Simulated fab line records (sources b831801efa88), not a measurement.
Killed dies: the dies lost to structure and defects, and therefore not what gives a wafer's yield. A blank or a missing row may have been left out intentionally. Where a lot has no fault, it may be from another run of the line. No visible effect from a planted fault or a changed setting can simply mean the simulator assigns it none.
Which of the tools did it? :: flow sky130 :: Sampling: 6 lots, 18 wafers, 2 of 708 route steps

WHAT THE GAUGES SHOWED, per wafer
SKY_LDD_P_CD_MEAS_07: the cd target is 380 nm.
lot: L990
measured: day 19 01:06
on: cdSem-02
cdNm (nm): 382.7 380.6 383.0

lot: L995
measured: day 21 09:00
on: cdSem-02
cdNm (nm): 378.3 378.7 379.1

lot: L103
measured: day 24 05:59
on: cdSem-01
cdNm (nm): 381.7 380.2 380.0

lot: L107
measured: day 25 07:38
on: cdSem-01
cdNm (nm): 375.8 378.6 377.9

lot: L110
measured: day 26 07:59
on: cdSem-02
cdNm (nm): 377.8 380.2 380.1

lot: L112
measured: day 26 23:06
on: cdSem-02
cdNm (nm): 376.4 378.8 377.9

TOOL THAT RAN EACH LOT (tool first, then ch and the chambers of the sampled wafers, then the start)
lot: L990
SKY_LDD_P_EXPOSE_04: ilineStepper-02 ch 0, day 18 10:32

lot: L995
SKY_LDD_P_EXPOSE_04: ilineStepper-01 ch 0, day 20 17:50

lot: L103
SKY_LDD_P_EXPOSE_04: ilineStepper-01 ch 0, day 23 15:29

lot: L107
SKY_LDD_P_EXPOSE_04: ilineStepper-02 ch 0, day 24 17:18

lot: L110
SKY_LDD_P_EXPOSE_04: ilineStepper-01 ch 0, day 25 17:25

lot: L112
SKY_LDD_P_EXPOSE_04: ilineStepper-02 ch 0, day 26 09:58
- SKY_LDD_P_EXPOSE_04: exposes mask PSDM, target cd 380 nm.

THE ANSWER, worked out from the rows above alone
Rule: what is usual is taken from the lots themselves. Put in order of their means at a reading, lots are off if they are a third of the lots or fewer, leave a main group of 4 or more, and stand apart from it by a gap of 3 or more times the standard deviation of the main group's means; of several such gaps the widest counts. Not used: any main group whose means are identical at the precision the tables above print for the reading. Also off: a lot with no number at a reading for which 4 or more lots have one. Any other lot the step has rows for is counted as sound.
Nothing can be told from this: no lot is off at any reading shown.

WHAT THE SIMULATOR PUT IN
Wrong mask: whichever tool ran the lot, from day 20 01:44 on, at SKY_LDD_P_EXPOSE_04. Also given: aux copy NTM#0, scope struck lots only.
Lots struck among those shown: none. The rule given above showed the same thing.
